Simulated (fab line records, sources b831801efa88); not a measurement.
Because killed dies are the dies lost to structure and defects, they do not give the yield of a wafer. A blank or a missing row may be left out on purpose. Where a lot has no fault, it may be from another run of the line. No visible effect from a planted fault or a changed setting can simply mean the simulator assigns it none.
Which tool was responsible?    flow sky130    41 wafers from 14 lots sampled at 5 of the route's 708 steps

== WHAT EACH GAUGE READ, for each wafer ==
SKY_VIA3_RS_MEAS_22: a four-point-probe measurement. Usual: for VIA3_W_RS the level is 0.293 ohm/sq and the standard deviation is 0.0034.
lot   measured      on             VIA3_W_RS (ohm/sq)  flag
L310  day 40 02:30  film_metro-01  0.293 0.293 0.292   
L312  day 40 11:56  film_metro-04  0.294 0.290 0.290   
L313  day 41 01:31  film_metro-04  0.299 0.295 0.298   
L315  day 41 23:22  film_metro-03  0.301 0.294 0.295   
L316  day 42 09:42  film_metro-03  0.296 0.294 0.296   
L317  day 42 14:44  film_metro-03  0.290 0.286 0.292   
L321  day 43 11:59  film_metro-03  0.295 0.295 0.299   
L324  day 44 08:57  film_metro-04  0.298 0.300 0.298   
L325  day 44 13:14  film_metro-03  0.295 0.294 0.295   
L326  day 44 17:37  film_metro-03  0.286 0.293         
L327  day 44 22:01  film_metro-03  0.299 0.292 0.295   
L329  day 45 03:48  film_metro-03  0.289 0.292 0.289   
L331  day 45 19:28  film_metro-03  0.291 0.294 0.293   
L332  day 45 22:33  film_metro-01  0.293 0.291 0.294   

== EACH LOT AND THE TOOL THAT RAN IT (in order: tool; ch and the chambers of the sampled wafers; start) ==
lot   SKY_CONTACT_CVD_24             SKY_CONTACT_CMP_27             SKY_VIA3_ETCH_14                    SKY_VIA3_STRIP_16
L310  cvd_w-02 ch 0,1, day 32 01:33  cmp-01 ch 0,1,2, day 32 01:56  rie_diel-02 ch 1,2,3, day 40 01:37  plasma_asher-04 ch 0,1, day 40 01:43
L312  cvd_w-02 ch 0, day 32 12:45    cmp-02 ch 0,1,3, day 32 13:02  rie_diel-01 ch 0,2,3, day 40 11:04  plasma_asher-04 ch 1, day 40 11:10
L313  cvd_w-02 ch 0,1, day 33 03:52  cmp-02 ch 0,1,3, day 33 04:12  rie_diel-01 ch 0,1,2, day 41 00:34  plasma_asher-04 ch 0,1, day 41 00:40
L315  cvd_w-01 ch 0, day 34 02:11    cmp-02 ch 1,2,3, day 34 02:57  rie_diel-01 ch 1,2, day 41 22:25    plasma_asher-04 ch 1, day 41 22:31
L316  cvd_w-02 ch 1, day 34 10:47    cmp-01 ch 0,1, day 34 11:04    rie_diel-02 ch 1,2,3, day 42 08:49  plasma_asher-03 ch 0,1, day 42 08:55
L317  cvd_w-02 ch 0,1, day 34 19:08  cmp-02 ch 1,2, day 34 19:25    rie_diel-01 ch 0,2, day 42 13:49    plasma_asher-02 ch 0,1, day 42 13:55
L321  cvd_w-01 ch 0, day 35 19:45    cmp-02 ch 1,2,3, day 35 20:05  rie_diel-01 ch 0,3, day 43 11:04    plasma_asher-02 ch 0,1, day 43 11:10
L324  cvd_w-01 ch 0,1, day 36 17:21  cmp-02 ch 1,2,3, day 36 17:38  rie_diel-04 ch 1,2,3, day 44 08:04  plasma_asher-03 ch 0,1, day 44 08:10
L325  cvd_w-01 ch 0,1, day 36 23:44  cmp-01 ch 0,2,3, day 37 00:02  rie_diel-04 ch 0,1,3, day 44 12:19  plasma_asher-04 ch 0,1, day 44 12:25
L326  cvd_w-02 ch 0, day 37 05:29    cmp-02 ch 1,3, day 37 05:53    rie_diel-02 ch 0, day 44 16:42      plasma_asher-04 ch 0,1, day 44 16:50
L327  cvd_w-02 ch 0,1, day 37 12:26  cmp-02 ch 1,2,3, day 37 12:50  rie_diel-04 ch 0,1, day 44 21:00    plasma_asher-02 ch 0,1, day 44 21:08
L329  cvd_w-01 ch 0,1, day 37 18:50  cmp-01 ch 0,2,3, day 37 19:10  rie_diel-02 ch 0,2,3, day 45 02:55  plasma_asher-04 ch 0,1, day 45 03:01
L331  cvd_w-01 ch 0,1, day 38 10:37  cmp-02 ch 1,2,3, day 38 10:57  rie_diel-04 ch 0,2,3, day 45 18:34  plasma_asher-04 ch 0,1, day 45 18:40
L332  cvd_w-01 ch 0, day 38 20:15    cmp-02 ch 1,2,3, day 38 20:45  rie_diel-02 ch 0,2,3, day 45 21:40  plasma_asher-02 ch 0,1, day 45 21:46
- SKY_CONTACT_CVD_24: deposits W, target thk 340 nm, time 102.12 s.
- SKY_CONTACT_CMP_27: polishes, stops on SiO2, t overpolish 15 s, target thk 0 nm.
- SKY_VIA3_ETCH_14: etches BARC in N2/H2, stops on SiO2, time 45.9 s, target depth 60 nm.
- SKY_VIA3_STRIP_16: strips in O2/N2.

== WHAT THE TOOLS THEMSELVES READ (means of the sampled wafers that have a number; where no wafer has one, the mark that the record gives instead) ==
SKY_CONTACT_CVD_24. Usual: heater_power_w 827 W, standard deviation 91; susceptor_temp_C 399.98 C, standard deviation 0.21.
lot   tool      heater_power_w (W)  susceptor_temp_C (C)  flag
L310  cvd_w-02  851                 400.15                
L312  cvd_w-02  927                 400.12                
L313  cvd_w-02  837                 399.90                
L315  cvd_w-01  699                 400.05                
L316  cvd_w-02  787                 399.88                
L317  cvd_w-02  894                 399.88                
L321  cvd_w-01  705                 399.94                
L324  cvd_w-01  830                 399.83                
L325  cvd_w-01  833                 399.97                
L326  cvd_w-02  942                 399.90                
L327  cvd_w-02  854                 400.03                
L329  cvd_w-01  763                 399.99                
L331  cvd_w-01  824                 400.00                
L332  cvd_w-01  705                 400.03                

SKY_CONTACT_CMP_27. Usual: motor_current_A 10.2 A, standard deviation 0.83; overpolish_run_s 15.001 s, standard deviation 0.0096; slurry_flow_ml_min 150.0, standard deviation 0.45; time_to_endpoint_s 83 s, standard deviation 4.
lot   tool    motor_current_A (A)  overpolish_run_s (s)  slurry_flow_ml_min  time_to_endpoint_s (s)  flag
L310  cmp-01  9.3                  15.007                149.9               83                      
L312  cmp-02  10.4                 15.001                150.3               84                      
L313  cmp-02  10.1                 14.997                150.2               81                      
L315  cmp-02  10.9                 15.007                150.0               79                      
L316  cmp-01  10.0                 14.998                149.7               87                      
L317  cmp-02  10.6                 15.009                149.9               80                      
L321  cmp-02  10.9                 15.006                150.2               80                      
L324  cmp-02  10.7                 15.000                150.3               82                      
L325  cmp-01  9.7                  15.006                150.0               86                      
L326  cmp-02  10.6                 14.998                150.1               81                      
L327  cmp-02  10.3                 14.995                149.9               83                      
L329  cmp-01  9.8                  15.001                149.8               87                      
L331  cmp-02  10.9                 14.996                149.8               81                      
L332  cmp-02  11.0                 15.001                149.4               83                      

SKY_VIA3_ETCH_14. Usual: drypump_motor_current_A 5.8 A, standard deviation 0.47; oes_product_au 0.855 a.u., standard deviation 0.0049; run_length_s 74.0 s, standard deviation 0.42; throttle_valve_pct 13.224 %, standard deviation 0.0086.
lot   tool         drypump_motor_current_A (A)  oes_product_au (a.u.)  run_length_s (s)  throttle_valve_pct (%)  flag
L310  rie_diel-02  5.9                          0.860                  73.8              13.220                  
L312  rie_diel-01  5.8                          0.856                  74.0              13.223                  
L313  rie_diel-01  5.8                          0.853                  73.9              13.232                  
L315  rie_diel-01  6.1                          0.854                  74.1              13.226                  
L316  rie_diel-02  5.9                          0.854                  73.6              13.225                  
L317  rie_diel-01  5.8                          1.017                  63.1              13.238                  OFF
L321  rie_diel-01  5.8                          1.012                  63.3              13.243                  OFF
L324  rie_diel-04  5.5                          0.852                  73.9              13.225                  
L325  rie_diel-04  5.7                          0.853                  73.6              13.220                  
L326  rie_diel-02  5.7                          0.857                  74.4              13.220                  
L327  rie_diel-04  6.1                          0.850                  73.6              13.233                  
L329  rie_diel-02  5.9                          0.856                  73.8              13.222                  
L331  rie_diel-04  5.5                          0.854                  73.8              13.229                  
L332  rie_diel-02  5.9                          0.851                  73.8              13.221                  

SKY_VIA3_STRIP_16. Usual: drypump_motor_current_A 5.9 A, standard deviation 0.35; oes_product_au 0.402 a.u., standard deviation 0.0045; strip_time_to_endpoint_s 4.12 s, standard deviation 0.034.
lot   tool             drypump_motor_current_A (A)  oes_product_au (a.u.)  strip_time_to_endpoint_s (s)  flag
L310  plasma_asher-04  6.1                          0.402                  4.10                          
L312  plasma_asher-04  6.4                          0.404                  4.08                          
L313  plasma_asher-04  6.3                          0.399                  4.10                          
L315  plasma_asher-04  6.4                          0.406                  4.12                          
L316  plasma_asher-03  5.5                          0.401                  4.10                          
L317  plasma_asher-02  6.1                          0.407                  4.25                          OFF
L321  plasma_asher-02  6.1                          0.407                  4.21                          
L324  plasma_asher-03  5.5                          0.406                  4.18                          
L325  plasma_asher-04  6.3                          0.403                  4.17                          
L326  plasma_asher-04  6.2                          0.400                  4.13                          
L327  plasma_asher-02  6.1                          0.402                  4.12                          
L329  plasma_asher-04  6.1                          0.398                  4.11                          
L331  plasma_asher-04  6.3                          0.396                  4.16                          
L332  plasma_asher-02  5.9                          0.405                  4.14                          

== THE ANSWER, worked out from the rows above alone ==
Rule: lot off if the mean of its wafers having a number is beyond 3 standard deviations from the usual mean. A lot without any number at a reading at which 4 lots or more have one is off too. Where the step has rows for the other lots, those lots are counted as sound. First the gauges in route order, then the tools' own readings, where a lot's mean is used as printed above. The first step at which some lot is off is used, and at that step the reading that is off furthest; a lot without a number counts as furthest.
Off, at SKY_VIA3_ETCH_14 on oes_product_au: L317, L321.
If a tool, at that step or one of the process steps before it, ran each lot that is off and ran no sound lot following the first of them, it fits. One fits: SKY_VIA3_ETCH_14 on rie_diel-01. Its last sound lot is L315 (day 41 22:25), its first lot that is off L317 (day 42 13:49): a fault that began between those two fits.
The tool's own readings at SKY_VIA3_ETCH_14 bear it out: on the lots that are off they differ by more than 5 times the standard deviation of the sound lots' means. oes_product_au reads 1.014 a.u. there against 0.854 a.u. on the sound lots; run_length_s reads 63.2 s there against 73.9 s on the sound lots.

== WHAT THE SIMULATOR HAD INSERTED ==
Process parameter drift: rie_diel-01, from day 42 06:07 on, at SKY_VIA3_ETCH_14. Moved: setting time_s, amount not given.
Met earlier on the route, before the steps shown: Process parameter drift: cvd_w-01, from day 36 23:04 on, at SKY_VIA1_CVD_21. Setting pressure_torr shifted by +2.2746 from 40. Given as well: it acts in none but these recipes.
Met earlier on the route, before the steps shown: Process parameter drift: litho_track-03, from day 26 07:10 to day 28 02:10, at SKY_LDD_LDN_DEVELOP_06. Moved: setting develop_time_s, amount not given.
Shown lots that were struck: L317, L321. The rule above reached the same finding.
